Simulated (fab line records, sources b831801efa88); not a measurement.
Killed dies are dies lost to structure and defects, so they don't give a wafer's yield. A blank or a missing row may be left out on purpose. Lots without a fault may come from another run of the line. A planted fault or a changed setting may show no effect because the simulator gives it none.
Chamber matching | flow gf180mcu | GF_CONTACT_CVD_02 on pecvd-03: 3 sister chambers
The step deposits SiO2 from TEOS, target thk 860 nm, time 95.992 s. 14 wafers are shown with their chamber, then 7 later ones without.

WAFERS WITH THEIR CHAMBER
wafer  | chamber | heater_power_w (W)
L208.2 | 1       | 799
L208.3 | 2       | 489
L208.5 | 0       | 777
L210.3 | 1       | 726
L210.5 | 2       | 479
L210.6 | 0       | 756
L211.1 | 0       | 765
L211.5 | 1       | 818
L211.6 | 0       | 611
L215.3 | 1       | 869
L215.4 | 0       | 763
L215.5 | 1       | 668
L216.1 | 0       | 755
L216.4 | 0       | 782

SIGNATURES (means of the wafers above)
reading        | chamber 0 | chamber 1 | chamber 2 | scatter within a chamber
heater_power_w | 744.14    | 776.00    | 484.00    | 65
Rule: a wafer's distance from a chamber is the root of the sum, over the readings, of the square of ((its reading less the chamber's mean) divided by the reading's scatter). The wafer belongs to the nearest chamber; if the next one is less than 2 further off, it can't be placed. The scatter: the root of (the sum of the squares of (reading less its chamber's mean) over the shown wafers, divided by (wafers less chambers)).

WAFERS WITHOUT THEIR CHAMBER
wafer  | heater_power_w (W)
L216.6 | 679
L225.2 | 503
L225.3 | 798
L225.5 | 395
L228.1 | 428
L228.4 | 495
L228.5 | 773

WHICH CHAMBER EACH WENT THROUGH
wafer  | from the rows above          | in truth
L216.6 | can't be placed: 0 or 1 or 2 | 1
L225.2 | 2                            | 2
L225.3 | can't be placed: 1 or 0      | 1
L225.5 | 2                            | 2
L228.1 | 2                            | 2
L228.4 | 2                            | 2
L228.5 | can't be placed: 1 or 0      | 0
Placed correctly: 4 of 7. Can't be placed from these rows: 3 (the true chamber is among the candidates in 3). Placed wrongly: 0.
